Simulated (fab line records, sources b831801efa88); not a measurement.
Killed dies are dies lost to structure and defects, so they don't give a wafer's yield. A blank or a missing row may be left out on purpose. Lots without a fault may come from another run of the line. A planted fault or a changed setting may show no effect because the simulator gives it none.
fab line records | flow sky130
record lots=6 wafers=18 last_day=50
route steps=708 shown LDD_P@263 LDD_HVN@267 LDD_HVP@278 PAD_OPEN@708
lots that met no fault: from a run of the same line without faults
start_h: hours from the record's first day to the start of the lot's first wafer shown | wait_h: hours since the lot's step before | " the same as in the row above | L1.1+2: a row that stands for several wafers | - no value, or no start given | * or withheld: withheld | < > ~ a bound
route shown NAME@n: a module of which the file shows steps, and the number in the route of the first | usual: mean/standard deviation of fault-free wafers | same: alike in all rows | chamber/n: place in a boat | sites: the reading at each site | _std_site: their standard deviation | _edge_site: outer sites' mean less inner sites' | radius_mm: how far each site lies from the wafer's centre | mask NAME#n: copy n | behind: the tool/chamber that last shaped the wafer | hold: why the lot was held/for how many hours/how that ended | device: the transistor (n, p or np) that didn't switch | end of line: the same wafers' tests at the end of the route | a step without rows: its recipe alone | killed: dies lost to structure and defects at the first sort, not the wafer's yield | map: a wafer's dies, x killed, . not, _ none there
set.NAME: the setting as run; set.NAME@STEP: as run at that earlier step | model.NAME: the simulator's own value behind a step, which no gauge read
lots at some steps of the route; a table a step, a row a wafer
services: from which hour (start_h, from the record's first day; less than 0 if before it) a tool's chamber was out of use, for how many hours, and why
## steps
# step SKY_LDD_P_OVL_MEAS_08
# usual LDD_P_OVL=-0.1/1.2
# columns lot.wafer tool chamber start_h wait_h LDD_P_OVL[nm]
L236.2 overlay-01 - 484.72 0.1 -0.6
L236.4 " - " " -1.5
L236.5 " - " " -0.9
L238.2 overlay-02 - 511.80 0.1 -0.9
L238.4 " - " " -0.9
L238.5 " - " " -1.4
L239.4 overlay-01 - 512.03 0.1 -0.6
L239.5 " - " " -1.9
L239.6 " - " " -0.5
L249.4 overlay-01 - 594.74 0.1 -0.6
L249.5 " - " " -2.3
L249.6 " - " " -1.3
L251.1 overlay-02 - 610.41 0.1 0.4
L251.2 " - " " 0.3
L251.4 " - " " 0.7
L253.1 overlay-01 - 626.66 0.1 -0.2
L253.3 " - " " 0.2
L253.5 " - " " 0.8
# step SKY_LDD_P_IMPLANT_09
# recipe species=BF2 energy_kev=25 dose_cm2=1e+13 tilt_deg=withheld
# step SKY_LDD_P_STRIP_10
# recipe chemistry=O2/N2 power_w=1400 pressure_mtorr=1500 platen_temp_c=withheld o2_flow_sccm=3000 n2_flow_sccm=300 overash_fraction=0.5
# usual drypump_motor_current_A=5.7/0.4 o2_flow_sccm=3001/9 oes_product_au=0.716/0.0048 strip_time_to_endpoint_s=14.17/0.034
# columns lot.wafer tool chamber start_h wait_h drypump_motor_current_A o2_flow_sccm oes_product_au rf_hours_counter_h strip_time_to_endpoint_s
L236.2 plasma_asher-04 1 484.90 0.1 6.3 3013 0.721 68 14.21
L236.4 " 0 " " 5.6 3001 0.709 - 14.17
L236.5 " 0 " " 5.6 2987 0.721 - 14.20
L238.2 plasma_asher-04 1 511.99 0.1 6.3 3003 0.708 71 14.16
L238.4 " 0 " " 5.6 3002 0.713 - 14.20
L238.5 " 0 " " 5.6 3004 0.715 - 14.11
L239.4 plasma_asher-01 0 512.23 0.1 5.4 3004 0.716 - 14.16
L239.5 " 0 " " 5.4 3017 0.710 - 14.17
L239.6 " 1 " " 5.5 2995 0.721 - 14.19
L249.4 plasma_asher-02 0 594.94 0.1 5.3 2996 0.720 - 14.11
L249.5 " 0 " " 5.2 2992 0.722 - 14.12
L249.6 " 1 " " 6.2 2996 0.718 - 14.15
L251.1 plasma_asher-04 0 610.60 0.1 5.6 2999 0.714 81 14.17
L251.2 " 1 " " 6.4 3012 0.714 81 14.23
L251.4 " 1 " " 6.3 3009 0.719 - 14.15
L253.1 plasma_asher-02 0 626.85 0.1 5.2 2993 0.709 49 14.18
L253.3 " 0 " " 5.2 3001 0.726 - 14.22
L253.5 " 1 " " 6.2 3004 0.717 - 14.14
# step SKY_LDD_P_TW_MEAS_11
# usual LDD_P_TW=634/3.9
# columns lot.wafer tool chamber start_h wait_h LDD_P_TW
L236.2 film_metro-02 - 485.01 0.1 638
L236.4 " - " " 637
L236.5 " - " " 638
L238.2 film_metro-03 - 512.10 0.1 633
L238.4 " - " " 636
L238.5 " - " " 635
L239.4 film_metro-04 - 512.33 0.1 637
L239.5 " - " " 640
L239.6 " - " " 634
L249.4 film_metro-03 - 595.03 0.1 627
L249.5 " - " " 629
L249.6 " - " " 630
L251.1 film_metro-02 - 610.70 0.1 638
L251.2 " - " " 638
L251.4 " - " " 637
L253.1 film_metro-03 - 626.95 0.1 633
L253.3 " - " " 634
L253.5 " - " " 634
# step SKY_LDD_HVN_DEHYDRATE_00
# recipe temp_c=200 time_s=60
# step SKY_LDD_HVN_HMDS_01
# recipe prime_time_s=60 prime_temp_c=120
# step SKY_LDD_HVN_COAT_02
# recipe resist=NOVOLAK spin_rpm=3000 resist_thk_nm=300
# step SKY_LDD_HVN_SOFTBAKE_03
# recipe temp_c=90 time_s=60 resist=NOVOLAK
# step SKY_LDD_HVN_EXPOSE_04
# recipe mask_id=HVNTM na=0.6 source_shape=conventional sigma_outer=0.6 polarization=unpolarized target_cd_nm=700 dose_mj=127
# step SKY_LDD_HVN_PEB_05
# recipe temp_c=withheld time_s=* resist=NOVOLAK
# step SKY_LDD_HVN_DEVELOP_06
# recipe resist=NOVOLAK developer=TMAH develop_time_s=60 dev_temp_c=23
# step SKY_LDD_HVN_OVL_MEAS_07
# usual LDD_HVN_OVL=-0.9/1.5
# columns lot.wafer tool chamber start_h wait_h LDD_HVN_OVL[nm]
L236.2 overlay-02 - 513.20 0.1 1.0
L236.4 " - " " 1.8
L236.5 " - " " 1.4
L238.2 overlay-01 - 542.22 0.1 -1.1
L238.4 " - " " -0.8
L238.5 " - " " 1.1
L239.4 overlay-02 - 542.26 0.1 -1.2
L239.5 " - " " -1.8
L239.6 " - " " -0.4
L249.4 overlay-02 - 624.26 0.1 -2.5
L249.5 " - " " -1.3
L249.6 " - " " -1.3
L251.1 overlay-02 - 639.54 0.1 0.2
L251.2 " - " " 0.8
L251.4 " - " " -0.7
L253.1 overlay-02 - 654.69 0.1 -1.7
L253.3 " - " " -2.1
L253.5 " - " " -1.0
# step SKY_LDD_HVN_IMPLANT_08
# recipe species=P energy_kev=60 dose_cm2=3e+13 tilt_deg=40
# usual dose_ions_cm2=3e+13/2.9e+10 faraday_current_uA=169/3.6
# columns lot.wafer tool chamber start_h wait_h dose_ions_cm2 faraday_current_uA
L236.2 implanter-03 0 513.25 0.0 2.9977e+13 165
L236.4 " 0 " " 3.0019e+13 172
L236.5 " 0 " " 3.0013e+13 166
L238.2 implanter-03 0 542.27 0.0 2.7583e+13 154
L238.4 " 0 " " 2.7554e+13 153
L238.5 " 0 " " 2.7619e+13 151
L239.4 implanter-03 0 542.47 0.2 2.7525e+13 149
L239.5 " 0 " " 2.7552e+13 153
L239.6 " 0 " " 2.7528e+13 157
L249.4 implanter-01 0 624.35 0.1 2.9922e+13 172
L249.5 " 0 " " 2.9973e+13 171
L249.6 " 0 " " 2.9913e+13 166
L251.1 implanter-01 0 639.58 0.0 3.0014e+13 167
L251.2 " 0 " " 3.0005e+13 169
L251.4 " 0 " " 3.0002e+13 172
L253.1 implanter-03 0 654.73 0.0 3.0025e+13 171
L253.3 " 0 " " 3.0013e+13 173
L253.5 " 0 " " 3.0006e+13 169
# step SKY_LDD_HVN_STRIP_09
# recipe chemistry=O2/N2 power_w=1400 pressure_mtorr=1500 platen_temp_c=withheld o2_flow_sccm=3000 n2_flow_sccm=300 overash_fraction=0.5
# usual drypump_motor_current_A=5.7/0.38 o2_flow_sccm=3000/9.5 oes_product_au=0.408/0.004 strip_time_to_endpoint_s=4.131/0.013
# columns lot.wafer tool chamber start_h wait_h drypump_motor_current_A o2_flow_sccm oes_product_au rf_hours_counter_h strip_time_to_endpoint_s
L236.2 plasma_asher-04 1 513.38 0.1 6.3 3005 0.404 71 4.147
L236.4 " 0 " " 5.6 2996 0.409 - 4.147
L236.5 " 1 " " 6.3 3006 0.409 - 4.151
L238.2 plasma_asher-03 1 542.40 0.1 5.3 3012 0.402 84 4.130
L238.4 " 0 " " 5.7 3002 0.410 - 4.111
L238.5 " 1 " " 5.3 2998 0.405 - 4.140
L239.4 plasma_asher-01 1 542.58 0.1 5.5 3012 0.414 - 4.124
L239.5 " 0 " " 5.3 2989 0.411 - 4.137
L239.6 " 1 " " 5.5 3005 0.406 - 4.141
L249.4 plasma_asher-01 1 624.46 0.1 5.5 2989 0.414 - 4.131
L249.5 " 0 " " 5.3 2997 0.409 - 4.153
L249.6 " 1 " " 5.5 3002 0.407 - 4.149
L251.1 plasma_asher-04 0 639.73 0.1 5.6 2996 0.408 83 4.121
L251.2 " 1 " " 6.3 2999 0.403 83 4.123
L251.4 " 0 " " 5.6 2994 0.407 - 4.126
L253.1 plasma_asher-04 1 654.88 0.1 6.3 3010 0.410 84 4.109
L253.3 " 0 " " 5.6 3002 0.408 - 4.126
L253.5 " 0 " " 5.6 3021 0.414 - 4.111
# step SKY_LDD_HVN_TW_MEAS_10
# usual LDD_HVN_TW=1436/7
# columns lot.wafer tool chamber start_h wait_h LDD_HVN_TW
L236.2 film_metro-03 - 513.49 0.1 1430
L236.4 " - " " 1434
L236.5 " - " " 1424
L238.2 film_metro-01 - 542.51 0.1 1400
L238.4 " - " " 1403
L238.5 " - " " 1402
L239.4 film_metro-02 - 542.68 0.1 1409
L239.5 " - " " 1408
L239.6 " - " " 1395
L249.4 film_metro-03 - 624.56 0.1 1433
L249.5 " - " " 1436
L249.6 " - " " 1443
L251.1 film_metro-01 - 639.83 0.1 1433
L251.2 " - " " 1432
L251.4 " - " " 1433
L253.1 film_metro-02 - 654.98 0.1 1437
L253.3 " - " " 1440
L253.5 " - " " 1438
# step SKY_LDD_HVP_DEHYDRATE_00
# recipe temp_c=200 time_s=60
# step SKY_PAD_OPEN_PROBE_99
# usual killed_at_M0_to_M3=44/6.3 killed_at_M4_up=3.1/2 killed_at_contacts=24/4.8 killed_at_front_end=15/4.6 killed_at_other=0.2/0.51 killed_dies=87/8.4 killed_open=48/6.4 killed_short=39/5.9
# same gross_dies=492 killed_at_back_side=0
# columns lot.wafer tool chamber start_h wait_h killed_at_M0_to_M3 killed_at_M4_up killed_at_contacts killed_at_front_end killed_at_other killed_dies killed_open killed_short model.etest.tip_n_5v.rs_ohm_sq
L236.2 prober-02 - 1104.53 0.1 40 3 23 13 0 79 39 40 1400
L236.4 prober-02 - 1104.63 0.2 50 2 20 30 0 102 62 40 1390
L236.5 prober-02 - 1104.68 0.2 40 1 37 19 0 97 59 38 1391
L238.2 prober-02 - 1128.41 0.1 42 2 27 21 1 93 45 48 1500
L238.4 prober-02 - 1128.51 0.2 51 3 22 14 0 90 50 40 1489
L238.5 prober-02 - 1128.56 0.2 51 2 24 12 1 90 45 45 1497
L239.4 prober-01 - 1128.65 0.2 33 6 27 10 0 76 46 30 1514
L239.5 prober-01 - 1128.70 0.2 35 4 31 14 0 84 48 36 1520
L239.6 prober-01 - 1128.75 0.2 49 1 27 13 0 90 51 39 1516
L249.4 prober-01 - 1178.80 0.2 50 3 24 8 1 86 53 33 1392
L249.5 prober-01 - 1178.85 0.2 42 8 25 13 0 88 53 35 1394
L249.6 prober-01 - 1178.90 0.2 49 0 22 15 0 86 51 35 1391
L251.1 prober-01 - 1188.59 0.1 43 3 22 23 0 91 50 41 1395
L251.2 prober-01 - 1188.64 0.1 44 1 25 7 0 77 42 35 1406
L251.4 prober-01 - 1188.74 0.2 53 3 25 12 0 93 51 42 1409
L253.1 prober-02 - 1194.85 0.1 41 2 22 9 0 74 45 29 1366
L253.3 prober-02 - 1194.95 0.2 57 2 24 15 0 98 61 37 1371
L253.5 prober-02 - 1195.05 0.2 38 0 35 16 2 91 49 42 1362
# killed by level:class
L236.2 CONTACT:geometric_particle:open=7 VIA2:geometric_particle:open=7 VIA3:geometric_particle:open=7 CONTACT:geometric_particle:short=6 LI_CONTACT:geometric_particle:short=5 VIA1:geometric_particle:open=5 VIA1:geometric_particle:short=4 METAL2:geometric_particle:short=4
L236.4 VIA1:geometric_particle:open=13 CONTACT:geometric_particle:open=8 FIELD_ISO:geometric_particle:open=7 METAL2:geometric_particle:short=7 POLY_GATE:geometric_particle:short=6 POLY_GATE:geometric_particle:open=6 VIA2:geometric_particle:open=6 VIA3:geometric_particle:open=6
L236.5 CONTACT:geometric_particle:open=15 LI_CONTACT:geometric_particle:short=8 VIA1:geometric_particle:open=8 VIA1:geometric_particle:short=7 VIA3:geometric_particle:open=7 FIELD_ISO:geometric_particle:open=6 LI_CONTACT:geometric_particle:open=6 FIELD_ISO:geometric_particle:short=5
L238.2 LI_CONTACT:geometric_particle:open=9 VIA1:geometric_particle:short=9 VIA1:geometric_particle:open=9 CONTACT:geometric_particle:open=6 METAL2:geometric_particle:short=5 VIA2:geometric_particle:open=5 FIELD_ISO:geometric_particle:open=4 POLY_GATE:geometric_particle:short=4
L238.4 VIA1:geometric_particle:open=16 CONTACT:geometric_particle:open=9 LI_CONTACT:geometric_particle:open=8 METAL1:geometric_particle:short=7 METAL2:geometric_particle:short=7 FIELD_ISO:geometric_particle:short=5 VIA3:geometric_particle:open=5 POLY_GATE:geometric_particle:short=4
L238.5 VIA1:geometric_particle:open=12 CONTACT:geometric_particle:open=9 VIA1:geometric_particle:short=7 VIA3:geometric_particle:open=7 CONTACT:geometric_particle:short=6 FIELD_ISO:geometric_particle:short=5 VIA2:geometric_particle:open=5 LOCAL_INTERCONNECT:geometric_particle:short=4
L239.4 VIA1:geometric_particle:open=15 LI_CONTACT:geometric_particle:open=10 CONTACT:geometric_particle:open=8 METAL4:geometric_particle:short=5 LI_CONTACT:geometric_particle:short=4 FIELD_ISO:geometric_particle:open=3 VIA2:geometric_particle:short=3 METAL3:geometric_particle:short=3
L239.5 LI_CONTACT:geometric_particle:open=11 VIA3:geometric_particle:open=9 CONTACT:geometric_particle:open=9 VIA1:geometric_particle:open=7 LOCAL_INTERCONNECT:geometric_particle:short=6 FIELD_ISO:geometric_particle:short=5 VIA1:geometric_particle:short=5 METAL1:geometric_particle:short=4
L239.6 VIA1:geometric_particle:open=12 CONTACT:geometric_particle:open=11 LI_CONTACT:geometric_particle:open=9 VIA3:geometric_particle:open=8 POLY_GATE:geometric_particle:short=6 VIA1:geometric_particle:short=5 METAL2:geometric_particle:short=5 VIA2:geometric_particle:open=5
L249.4 METAL1:geometric_particle:short=11 VIA2:geometric_particle:open=11 CONTACT:geometric_particle:open=9 LI_CONTACT:geometric_particle:open=7 VIA1:geometric_particle:open=7 VIA3:geometric_particle:open=6 LI_CONTACT:geometric_particle:short=4 METAL1:geometric_particle:open=4
L249.5 VIA1:geometric_particle:open=14 LI_CONTACT:geometric_particle:open=10 VIA2:geometric_particle:open=8 LOCAL_INTERCONNECT:geometric_particle:short=6 METAL1:geometric_particle:short=6 CONTACT:geometric_particle:open=5 FIELD_ISO:geometric_particle:open=4 FIELD_ISO:geometric_particle:short=4
L249.6 VIA1:geometric_particle:open=15 VIA3:geometric_particle:open=8 POLY_GATE:geometric_particle:open=7 VIA2:geometric_particle:open=6 CONTACT:geometric_particle:open=5 LI_CONTACT:geometric_particle:short=5 CONTACT:geometric_particle:short=5 VIA1:geometric_particle:short=5
L251.1 VIA1:geometric_particle:open=11 VIA3:geometric_particle:open=8 FIELD_ISO:geometric_particle:open=7 CONTACT:geometric_particle:open=6 FIELD_ISO:geometric_particle:short=5 POLY_GATE:geometric_particle:open=5 LOCAL_INTERCONNECT:geometric_particle:short=5 METAL2:geometric_particle:short=5
L251.2 VIA1:geometric_particle:open=12 CONTACT:geometric_particle:open=11 LI_CONTACT:geometric_particle:open=8 METAL1:geometric_particle:short=8 VIA1:geometric_particle:short=6 LOCAL_INTERCONNECT:geometric_particle:short=5 VIA2:geometric_particle:short=4 VIA3:geometric_particle:open=4
L251.4 VIA1:geometric_particle:open=14 VIA1:geometric_particle:short=10 LI_CONTACT:geometric_particle:open=8 CONTACT:geometric_particle:open=7 VIA3:geometric_particle:open=6 VIA2:geometric_particle:open=5 METAL1:geometric_particle:open=5 METAL2:geometric_particle:short=5
L253.1 CONTACT:geometric_particle:open=10 VIA2:geometric_particle:open=9 VIA1:geometric_particle:open=8 METAL2:geometric_particle:short=7 METAL1:geometric_particle:short=6 CONTACT:geometric_particle:short=5 VIA3:geometric_particle:open=4 LI_CONTACT:geometric_particle:open=4
L253.3 VIA1:geometric_particle:open=20 CONTACT:geometric_particle:open=10 VIA3:geometric_particle:open=9 VIA2:geometric_particle:open=7 VIA1:geometric_particle:short=7 LOCAL_INTERCONNECT:geometric_particle:open=5 CONTACT:geometric_particle:short=5 FIELD_ISO:geometric_particle:open=4
L253.5 CONTACT:geometric_particle:open=14 VIA1:geometric_particle:open=13 CONTACT:geometric_particle:short=8 METAL1:geometric_particle:short=6 LI_CONTACT:geometric_particle:open=5 VIA3:geometric_particle:open=5 FIELD_ISO:geometric_particle:short=4 POLY_GATE:geometric_particle:open=4
## services
# columns tool chamber start_h hours kind
plasma_asher-03 - 475.07 0.9 repair
implanter-03 - 478.45 2.6 repair
implanter-03 - 499.97 3.9 pm
plasma_asher-02 - 503.82 15.6 pm
implanter-01 - 513.26 5.0 pm
implanter-03 - 580.51 3.9 repair
plasma_asher-04 - 622.60 6.4 pm
plasma_asher-04 - 629.54 2.2 repair
implanter-01 - 631.69 2.8 repair
plasma_asher-02 - 633.60 2.0 repair
## key
first_sign step=SKY_LDD_HVN_IMPLANT_08 reading=dose_ions_cm2 direction=down sigmas=83 usual=* struck=*
effect step=SKY_LDD_HVN_IMPLANT_08 reading=faraday_current_uA direction=down sigmas=4.6 usual=169 struck=153
effect step=SKY_LDD_HVN_TW_MEAS_10 reading=LDD_HVN_TW direction=down sigmas=4.7 usual=1436 struck=1403
model_effect step=SKY_PAD_OPEN_PROBE_99 value=etest.tip_n_5v.rs_ohm_sq without=1412 struck=1506
met_at SKY_LDD_HVN_IMPLANT_08
struck_wafers L238.2,L238.4,L238.5,L239.4,L239.5,L239.6
tester_left_out L238,L239
fault kind=process_parameter_drift tool=implanter-03 chamber=- onset_h=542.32 steps=SKY_LDD_HVN_IMPLANT_08 channel=dose_cm2 offset=* shape=step end_h=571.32 acts_in=* stated=*
# tester_left_out: of these lots the tester's yield and bins aren't shown, on N5 and GAA mostly nor the transistor test; their killed dies are dies lost to structure and defects alone, not to doping, threshold or leakage, so they don't give the yield
